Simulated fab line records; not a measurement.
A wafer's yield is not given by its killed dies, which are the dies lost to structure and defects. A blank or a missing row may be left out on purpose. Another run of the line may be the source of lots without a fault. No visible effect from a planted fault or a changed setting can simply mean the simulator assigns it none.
Which of the tools did it? ; flow sfqLine ; 7 lots, 21 wafers sampled, at 3 steps of a route of 325

WHAT THE GAUGES READ, wafer by wafer
SFQ_M4_OVL_MEAS_926.
lot;measured;on;M4_OVL (nm)
L705;day 38 10:34;overlay-02;-2 8 7
L707;day 42 13:08;overlay-02;-2 1 1
L711;day 45 07:28;overlay-02;3 -1 6
L716;day 51 15:59;overlay-02;12 11 2
L719;day 52 14:32;overlay-01;5 6 6
L722;day 57 19:02;overlay-01;4 6 5
L727;day 59 09:55;overlay-02;-4 -6 -4

WHAT TOOL EACH LOT RAN ON (gives the tool, then ch and the chambers of the sampled wafers, and finally the start)
lot;SFQ_TRILAYER_L0_CAP_PECVD_011;SFQ_TRILAYER_L0_VIA_ETCH_VIA_ETCH_016
L705;pecvd-04 ch 0,1, day 4 11:42;rieDiel-02 ch 1,2,3, day 7 16:04
L707;pecvd-03 ch 1,2, day 5 02:06;rieDiel-02 ch 0,1, day 8 08:59
L711;pecvd-04 ch 0,2, day 6 02:40;rieDiel-03 ch 2,3, day 9 19:02
L716;pecvd-03 ch 0,1, day 7 04:25;rieDiel-03 ch 1,2,3, day 10 15:26
L719;pecvd-04 ch 0,1, day 7 20:28;rieDiel-04 ch 1,2, day 11 08:59
L722;pecvd-01 ch 0,1,2, day 8 14:35;rieDiel-03 ch 0,1,3, day 11 23:23
L727;pecvd-03 ch 0,1, day 10 01:22;rieDiel-04 ch 0,1, day 13 11:23
- SFQ_TRILAYER_L0_CAP_PECVD_011: deposits SiO2 from SiH4/N2O, time 13.333 s, target thk 60 nm.
- SFQ_TRILAYER_L0_VIA_ETCH_VIA_ETCH_016: etches SiO2 in CHF3, stops on MoNx KI, target depth 80 nm.

THE ANSWER, worked out from the rows above alone
Rule: the usual values come from the lots themselves. The widest of any qualifying gaps counts: lots, ordered by their means at a reading, are off when they make up no more than a third of the lots, leave a main group of 4 or more, and stand apart from it by 3 or more times the standard deviation of that group's means. If all means in a main group match to the digits the tables above print for the reading, that group is not used. Also off: a lot with no number at a reading for which 4 or more lots have one. All remaining lots with rows at the step are treated as sound.
Across all readings shown, no lot is off: no conclusion can be drawn from this.

WHAT HAD BEEN PUT IN BY THE SIMULATOR
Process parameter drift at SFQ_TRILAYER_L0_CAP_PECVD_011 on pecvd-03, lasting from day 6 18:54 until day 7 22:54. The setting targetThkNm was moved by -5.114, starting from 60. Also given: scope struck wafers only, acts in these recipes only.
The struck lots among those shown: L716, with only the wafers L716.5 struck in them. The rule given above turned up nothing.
